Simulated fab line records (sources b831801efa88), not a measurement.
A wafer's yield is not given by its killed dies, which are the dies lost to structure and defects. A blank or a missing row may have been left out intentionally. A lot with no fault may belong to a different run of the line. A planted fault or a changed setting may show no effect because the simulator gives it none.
Which of the tools did it?	flow gf180mcu	42 wafers from 14 lots sampled at 3 of the route's 602 steps

== WHAT THE GAUGES READ, wafer by wafer ==
GF_MIM_RS_MEAS_10: uses a four-point probe to measure.
lot	measured	on	MIM_ALCU_RS (ohm/sq)
L581	day 24 16:25	film metro-03	0.1580 0.1595 0.1589
L582	day 24 16:55	film metro-01	0.1569 0.1575 0.1575
L585	day 25 23:08	film metro-02	0.1647 0.1615 0.1628
L591	day 27 21:53	film metro-03	0.1593 0.1600 0.1603
L592	day 28 03:12	film metro-02	0.1606 0.1621 0.1600
L595	day 29 02:21	film metro-01	0.1597 0.1592 0.1593
L596	day 29 08:35	film metro-01	0.1579 0.1594 0.1589
L597	day 29 15:38	film metro-03	0.1608 0.1629 0.1599
L598	day 29 21:34	film metro-02	0.1650 0.1608 0.1636
L599	day 30 01:09	film metro-03	0.1614 0.1605 0.1601
L600	day 30 15:35	film metro-01	0.1572 0.1592 0.1589
L601	day 30 18:22	film metro-02	0.1632 0.1599 0.1612
L602	day 30 23:37	film metro-03	0.1625 0.1614 0.1614
L603	day 31 07:44	film metro-03	0.1603 0.1598 0.1603

GF_MIM_THK_MEAS_11: measures by xrf.
lot	measured	on	MIM_ALCU_THK (nm)
L581	day 24 16:32	film metro-03	202.1 200.1 201.0
L582	day 24 17:02	film metro-01	204.5 202.5 201.7
L585	day 25 23:15	film metro-02	191.2 195.9 193.6
L591	day 27 22:00	film metro-03	201.1 199.4 199.8
L592	day 28 03:19	film metro-02	198.4 194.8 199.2
L595	day 29 02:28	film metro-01	200.5 202.1 200.6
L596	day 29 08:41	film metro-01	202.4 201.7 200.7
L597	day 29 15:46	film metro-03	198.8 195.7 199.8
L598	day 29 21:41	film metro-02	192.3 197.5 192.7
L599	day 30 01:16	film metro-03	197.9 198.7 200.7
L600	day 30 15:42	film metro-01	202.8 201.4 201.6
L601	day 30 18:29	film metro-02	195.7 200.1 198.5
L602	day 30 23:43	film metro-03	196.2 198.1 198.0
L603	day 31 07:50	film metro-03	198.1 200.2 198.4

GF_V5_OVL_MEAS_15.
lot	measured	on	V5_OVL (nm)
L581	day 27 10:13	overlay-01	3 8 1
L582	day 27 11:11	overlay-01	0 -13 -6
L585	day 28 12:02	overlay-01	9 14 -8
L591	day 30 09:38	overlay-01	-7 3 2
L592	day 30 13:27	overlay-01	-2 -1 -10
L595	day 31 11:17	overlay-01	-11 3 -8
L596	day 31 16:45	overlay-01	-2 -5 3
L597	day 32 00:02	overlay-02	-3 -6 1
L598	day 32 04:29	overlay-01	-2 -7 1
L599	day 32 07:17	overlay-02	2 -4 -8
L600	day 32 21:14	overlay-02	1 -7 3
L601	day 33 00:29	overlay-02	10 14 2
L602	day 33 03:05	overlay-01	17 8 13
L603	day 33 11:32	overlay-01	0 7 4

== EACH LOT AND THE TOOL THAT RAN IT (in order: tool; ch and the chambers of the sampled wafers; start) ==
The record shows no process step preceding these readings.

== AS READ BY THE TOOLS THEMSELVES (means over the sampled wafers that have a number; for cases with no such wafer, the mark the record gives instead) ==
The record holds no such reading with a usual standard deviation.

== THE ANSWER, worked out from the rows above alone ==
Rule: the lots themselves supply what counts as usual. Put in order of their means at a reading, lots are off if they are a third of the lots or fewer, leave a main group of 4 or more, and stand apart from it by a gap of 3 or more times the standard deviation of the main group's means; of several such gaps the widest counts. A main group is skipped when, at the precision printed for the reading in the tables above, its means are all equal. Also off: a lot with no number at a reading for which 4 or more lots have one. Any other lot the step has rows for is counted as sound. Order of review: gauges by route order, followed by the tools' own readings, for which a lot's mean as printed above is used. At the first step where some lot is off, the reading lying furthest off is the one used; lots without a number count as furthest.
No lot is off at any reading shown: from this, nothing can be told.

== WHAT THE SIMULATOR HAD INSERTED ==
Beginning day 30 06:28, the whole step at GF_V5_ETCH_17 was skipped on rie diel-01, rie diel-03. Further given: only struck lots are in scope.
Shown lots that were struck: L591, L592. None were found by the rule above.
